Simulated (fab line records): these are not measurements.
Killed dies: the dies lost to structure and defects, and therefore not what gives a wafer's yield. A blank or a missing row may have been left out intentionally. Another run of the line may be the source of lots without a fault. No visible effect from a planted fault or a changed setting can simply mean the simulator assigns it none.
Struck lot and sound lot, side by side	flow sky130	14 steps out of a route of 708
Sound: the wafers L186.2, L186.5, L186.6. The struck wafers were L191.3, L191.4, L191.6. The cause comes at the end.
Each step with rows lists, per side, the tool, then ch with its chambers, then its first start. Under that, the readings that differ: sound wafers	struck wafers	difference of the means	sigmas: that difference in standard deviations of wafers without a fault.
alike: readings with means less than 2 such deviations apart, plus words and numbers identical on both sides. not compared: withheld readings, readings lacking a value on some wafer, bounds such as >300 that could conceal the same value, and numbers that have no deviation in the record and whose values overlap.
The two part at a step that has a row with sigmas, a row that says differs or no value, or rows on one side only. Numbers that don't overlap but have no deviation are shown without sigmas and don't part them. A reading missing from all wafers of one side parts the sides only when that side holds two or more wafers.

first, 5 steps without rows for these wafers: SKY_SONOS_ONO_COAT_08 (resist thk 1140 nm); SKY_SONOS_ONO_SOFTBAKE_09 (time 60 s); SKY_SONOS_ONO_EXPOSE_10 (exposes mask ONOM, target cd 410 nm); SKY_SONOS_ONO_PEB_11; SKY_SONOS_ONO_DEVELOP_12 (develop time 60 s).
SKY_SONOS_ONO_CD_MEAS_13: the cd target is 410 nm.
  struck on cd_sem-02, day 14 12:38; sound on cd_sem-01, day 12 18:52
  alike: cd_nm
SKY_SONOS_ONO_OVL_MEAS_14:
  struck on overlay-01, day 14 12:44; sound on overlay-01, day 12 18:58
  alike: SONOS_ONO_OVL
SKY_SONOS_ONO_ETCH_15: etches the open film in CHF3/O2, target depth 19.52 nm, time 7.8 s.
  sound on rie_diel-03 ch 1,2, day 12 19:00; struck on rie_diel-04 ch 0,1,2, day 14 12:45
reading	sound	struck	difference	sigmas
drypump_motor_current_A (A)	5.2 5.2 5.2	6.8 5.8 6.8	+1.3	+2
  alike: chf3_flow_sccm, oes_product_au, throttle_valve_pct
  not compared: rf_hours_counter_h
then, 1 step without rows for these wafers: SKY_SONOS_ONO_WET_ETCH_16 (etches SiO2 in dHF, target depth 14 nm, time 280 s).
SKY_SONOS_ONO_STRIP_17: strips in O2/N2.
  sound on plasma_asher-01 ch 0,1, day 12 19:07; struck on plasma_asher-01 ch 0,1, day 14 12:54
  alike: drypump_motor_current_A, oes_product_au, strip_time_to_endpoint_s
  not compared: rf_hours_counter_h
then, 2 steps without rows for these wafers: SKY_SONOS_ONO_WET_ETCH_18 (etches Si3N4 in H3PO4, target depth 15 nm, time 172 s); SKY_GATE_OXIDE_CLEAN_00 (cleans in SC1/SC2, time 150 s).
SKY_GATE_OXIDE_OXIDATION_01: stabilise 600 s, purge 300 s, target thk 10.268 nm.
  sound on furnace-02 ch 0, day 12 20:26; struck on furnace-02, day 14 21:46
  no value came back on the struck wafers for any of 5 readings (ox_temp_c (C), ox_temp_c_max and others); on the sound wafers ox_temp_c (C) reads 899.5 900.0 899.4
then, 1 step without rows for these wafers: SKY_GATE_OXIDE_DEHYDRATE_03 (time 60 s).

== WHERE THEY PART ==
Last at SKY_GATE_OXIDE_OXIDATION_01 as far as this record goes, first at SKY_SONOS_ONO_ETCH_15.

WHY: whatever the simulator had introduced
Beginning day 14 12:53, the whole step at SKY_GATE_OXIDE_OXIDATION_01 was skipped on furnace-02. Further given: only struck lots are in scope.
